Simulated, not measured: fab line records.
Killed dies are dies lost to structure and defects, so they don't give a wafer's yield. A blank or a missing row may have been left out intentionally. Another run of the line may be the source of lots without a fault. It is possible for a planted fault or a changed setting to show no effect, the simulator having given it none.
Which tool is to blame? :: flow sky130 :: 18 wafers from 6 lots sampled at 3 of the route's 708 steps

== WHAT EACH GAUGE READ, for each wafer ==
SKY_POLY_CUT_OVL_MEAS_09.
lot: L416
measured: day 25 07:26
on: overlay-02
POLY_CUT_OVL (nm): -1 -6 -10

lot: L419
measured: day 25 20:26
on: overlay-01
POLY_CUT_OVL (nm): 3 10 -5

lot: L422
measured: day 26 23:17
on: overlay-02
POLY_CUT_OVL (nm): 2 -4 0

lot: L425
measured: day 28 00:04
on: overlay-02
POLY_CUT_OVL (nm): 46 56 50

lot: L432
measured: day 30 19:52
on: overlay-02
POLY_CUT_OVL (nm): 0 2 -3

lot: L436
measured: day 31 18:38
on: overlay-01
POLY_CUT_OVL (nm): 4 3 -3

== WHAT TOOL EACH LOT RAN ON (gives the tool, then ch and the chambers of the sampled wafers, and finally the start) ==
lot: L416
SKY_LDD_P_STRIP_10: plasma_asher-03 ch 0,1, day 20 03:28
SKY_POLY_CUT_EXPOSE_05: krf_scanner-02 ch 0, day 24 16:40

lot: L419
SKY_LDD_P_STRIP_10: plasma_asher-04 ch 0,1, day 20 17:45
SKY_POLY_CUT_EXPOSE_05: krf_scanner-02 ch 0, day 25 06:07

lot: L422
SKY_LDD_P_STRIP_10: plasma_asher-02 ch 0,1, day 21 23:17
SKY_POLY_CUT_EXPOSE_05: krf_scanner-02 ch 0, day 26 08:51

lot: L425
SKY_LDD_P_STRIP_10: plasma_asher-02 ch 0,1, day 22 23:48
SKY_POLY_CUT_EXPOSE_05: krf_scanner-02 ch 0, day 27 09:11

lot: L432
SKY_LDD_P_STRIP_10: plasma_asher-03 ch 0,1, day 25 22:01
SKY_POLY_CUT_EXPOSE_05: krf_scanner-01 ch 0, day 30 05:33

lot: L436
SKY_LDD_P_STRIP_10: plasma_asher-02 ch 0,1, day 26 23:35
SKY_POLY_CUT_EXPOSE_05: krf_scanner-01 ch 0, day 31 04:53
- SKY_LDD_P_STRIP_10: strips in O2/N2.
- SKY_POLY_CUT_EXPOSE_05: exposes mask NPCM, target cd 270 nm.

== THE ANSWER, worked out from the rows above alone ==
Rule: the usual values come from the lots themselves. The widest of any qualifying gaps counts: lots, ordered by their means at a reading, are off when they make up no more than a third of the lots, leave a main group of 4 or more, and stand apart from it by 3 or more times the standard deviation of that group's means. Not used: any main group whose means are identical at the precision the tables above print for the reading. A lot without any number at a reading at which 4 lots or more have one is off too. Where the step has rows for the other lots, those lots are counted as sound.
Off: L425, seen at SKY_POLY_CUT_OVL_MEAS_09 (POLY_CUT_OVL). The main group has a mean of -1 nm with a standard deviation of 2.8.
If a tool, at a process step before that reading, ran all the lots that are off and no sound lot after the first of them, it fits. The gauges at SKY_POLY_CUT_OVL_MEAS_09 are tried like those tools. One fits: SKY_POLY_CUT_EXPOSE_05 on krf_scanner-02. Its last sound lot is L422 (day 26 08:51), its first lot that is off L425 (day 27 09:11): a fault that began between those two fits.

== WHAT WAS PUT IN BY THE SIMULATOR ==
Scanner matching overlay: krf_scanner-02, from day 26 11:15 on, at SKY_POLY_CUT_EXPOSE_05. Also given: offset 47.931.
Shown lots that were struck: L425. Same finding as the rule above.
